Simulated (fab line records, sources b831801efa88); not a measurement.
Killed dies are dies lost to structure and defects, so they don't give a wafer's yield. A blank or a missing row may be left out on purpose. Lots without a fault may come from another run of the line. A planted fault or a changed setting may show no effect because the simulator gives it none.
A struck lot beside a sound one | flow sky130 | 42 steps out of a route of 708
Sound: wafers L649.2, L649.3, L649.5. Struck: wafers L662.1, L662.2, L662.3. The cause comes at the end.
At each step with rows: each side's tool, then ch and its chambers, then its first start. Under that, the readings that differ: sound wafers | struck wafers | difference of the means | sigmas: that difference in standard deviations of wafers without a fault.
alike: readings whose means differ by less than 2 such deviations, and words and numbers that are the same on both sides. not compared: withheld readings, readings that some wafer has no value for, bounds like >300 that may hide the same value, and numbers for which the record gives no deviation and whose values overlap.
The two part at a step that has a row with sigmas, a row that says differs or no value, or rows on one side only. Numbers that don't overlap but have no deviation are shown without sigmas and don't part them. A reading that every wafer of one side lacks parts them only if that side has two wafers or more.

first, 1 step without rows for these wafers: SKY_POLY_CUT_ETCH_10 (etches BARC in N2/H2, stops on SiO2, time 45.9 s, target depth 60 nm).
SKY_POLY_CUT_ETCH_11: etches Si3N4 in CF4/CH2F2/Ar, stops on poly-Si, time 42.5 s, target depth 60 nm.
  sound on rie_diel-01 ch 2,3, day 26 01:11; struck on rie_diel-01 ch 0,2,3, day 30 04:19
  alike: bias_w, cf4_flow_sccm, drypump_motor_current_A, mfc_ar_sccm, oes_product_au, rf_fwd_power_W, throttle_valve_pct
  not compared: rf_hours_counter_h
SKY_POLY_CUT_STRIP_12: strips in O2/N2.
  sound on plasma_asher-03 ch 0,1, day 26 01:14; struck on plasma_asher-04 ch 0,1, day 30 04:21
  alike: drypump_motor_current_A, o2_flow_sccm, oes_product_au, strip_time_to_endpoint_s
  not compared: rf_hours_counter_h
then, 7 steps without rows for these wafers: SKY_SD_P_DEHYDRATE_00 (time 60 s); SKY_SD_P_HMDS_01 (prime time 60 s); SKY_SD_P_COAT_02 (resist thk 1140 nm); SKY_SD_P_SOFTBAKE_03 (time 60 s); SKY_SD_P_EXPOSE_04 (exposes mask PSDM, target cd 380 nm); SKY_SD_P_PEB_05; SKY_SD_P_DEVELOP_06 (develop time 60 s).
SKY_SD_P_CD_MEAS_07: target cd 380 nm.
  sound on cd_sem-02, day 27 06:52; struck on cd_sem-01, day 31 08:28
  alike: cd_nm
SKY_SD_P_OVL_MEAS_08:
  sound on overlay-01, day 27 06:58; struck on overlay-02, day 31 08:35
  reading       | sound        | struck         | difference | sigmas
  SD_P_OVL (nm) | -0.5 0.9 0.5 | -3.1 -0.7 -4.4 | -3.0       | -2
SKY_SD_P_IMPLANT_09:
  sound on implanter-04 ch 0, day 27 07:01; struck on implanter-01 ch 0, day 31 08:37
  alike: end_station_pressure_torr
SKY_SD_P_STRIP_10: strips in O2/N2.
  sound on plasma_asher-01 ch 0,1, day 27 07:08; struck on plasma_asher-04 ch 0,1, day 31 08:46
  alike: drypump_motor_current_A, o2_flow_sccm, oes_product_au, strip_time_to_endpoint_s
  not compared: rf_hours_counter_h
SKY_SD_P_TW_MEAS_11:
  sound on film_metro-04, day 27 07:15; struck on film_metro-02, day 31 08:52
  alike: SD_P_TW
then, 8 steps without rows for these wafers: SKY_RES_XHIGH_DEHYDRATE_00 (time 60 s); SKY_RES_XHIGH_HMDS_01 (prime time 60 s); SKY_RES_XHIGH_COAT_02 (resist thk 1140 nm); SKY_RES_XHIGH_SOFTBAKE_03 (time 60 s); SKY_RES_XHIGH_EXPOSE_04 (exposes mask URPM, target cd 1270 nm); SKY_RES_XHIGH_PEB_05; SKY_RES_XHIGH_DEVELOP_06 (develop time 60 s); SKY_RES_XHIGH_IMPLANT_07.
SKY_RES_XHIGH_STRIP_08: strips in O2/N2.
  sound on plasma_asher-03 ch 1, day 28 12:07; struck on plasma_asher-01 ch 0,1, day 32 12:13
  alike: drypump_motor_current_A, o2_flow_sccm, oes_product_au, strip_time_to_endpoint_s
  not compared: rf_hours_counter_h
SKY_RES_XHIGH_TW_MEAS_09:
  sound on film_metro-02, day 28 12:14; struck on film_metro-03, day 32 12:19
  reading      | sound          | struck         | difference | sigmas
  RES_XHIGH_TW | 1628 1625 1627 | 1650 1650 1656 | +25        | +2
then, 7 steps without rows for these wafers: SKY_SD_N_DEHYDRATE_00 (time 60 s); SKY_SD_N_HMDS_01 (prime time 60 s); SKY_SD_N_COAT_02 (resist thk 1140 nm); SKY_SD_N_SOFTBAKE_03 (time 60 s); SKY_SD_N_EXPOSE_04 (exposes mask NSDM, target cd 380 nm); SKY_SD_N_PEB_05; SKY_SD_N_DEVELOP_06 (develop time 60 s).
SKY_SD_N_CD_MEAS_07: target cd 380 nm.
  sound on cd_sem-01, day 29 16:17; struck on cd_sem-02, day 33 14:58
  alike: cd_nm
SKY_SD_N_OVL_MEAS_08:
  sound on overlay-01, day 29 16:23; struck on overlay-02, day 33 15:05
  alike: SD_N_OVL
then, 2 steps without rows for these wafers: SKY_SD_N_IMPLANT_09; SKY_SD_N_IMPLANT_10.
SKY_SD_N_STRIP_11: strips in O2/N2.
  sound on plasma_asher-03 ch 0, day 29 16:43; struck on plasma_asher-03 ch 0,1, day 33 15:25
  alike: drypump_motor_current_A, o2_flow_sccm, oes_product_au, strip_time_to_endpoint_s
  not compared: rf_hours_counter_h
SKY_SD_N_TW_MEAS_12:
  sound on film_metro-04, day 29 16:50; struck on film_metro-02, day 33 15:31
  alike: SD_N_TW
then, 2 steps without rows for these wafers: SKY_SD_N_CLEAN_13 (cleans in SC1/SC2, time 150 s); SKY_SD_N_RTA_14 (time 2 s).
SKY_SD_N_RS_MEAS_16: measures by four-point-probe.
  sound on film_metro-04, day 29 17:08; struck on film_metro-04, day 33 15:49
  alike: SD_N_RS
-- the record jumps here: 16 days lie between the struck wafers' starts before and after (it left off in module SD_N and takes up again in module PAD_OPEN, whose first step shown is number 708 of the route) --
SKY_PAD_OPEN_PROBE_99:
  sound on prober-01, day 47 02:29; struck on prober-02, day 49 23:08
  reading                                           | sound             | struck              | difference | sigmas
  model.etest.pfet_g5v0d10v5.r_on_ohm_um            | 4748 4701 4674    | 5016 5034 4952      | +293       |
  model.etest.pfet_g5v0d10v5.drive_ua_um            | 346.1 343.9 348.9 | 327.5 327.3 333.1   | -17.0      |
  model.etest.res_high_po.rs_ohm_sq_rim_less_centre | 6.551 2.382 1.572 | -7.45 -5.597 -4.628 | -9.39      |
  model.etest.pfet_01v8_lvt.drive_ua_um             | 174.2 173.1 173.7 | 168.8 168.5 172.1   | -3.9       |
  alike: killed_at_M0_to_M3, killed_at_M4_up, killed_at_contacts, killed_at_front_end, killed_at_other, killed_dies, killed_on_rim, killed_open, killed_short
  not compared: model.etest.pfet_01v8.r_on_ohm_um, model.etest.res_high_po.rs_ohm_sq_range, model.etest.pfet_01v8_mvt.drive_ua_um

WHERE THEY PART
First at SKY_SD_P_OVL_MEAS_08; last, within this record, at SKY_RES_XHIGH_TW_MEAS_09. Later steps at which nothing parts them and some readings are alike: SKY_SD_N_CD_MEAS_07, SKY_SD_N_OVL_MEAS_08, SKY_SD_N_STRIP_11, SKY_SD_N_TW_MEAS_12, SKY_SD_N_RS_MEAS_16, SKY_PAD_OPEN_PROBE_99.

WHY: what the simulator had put in
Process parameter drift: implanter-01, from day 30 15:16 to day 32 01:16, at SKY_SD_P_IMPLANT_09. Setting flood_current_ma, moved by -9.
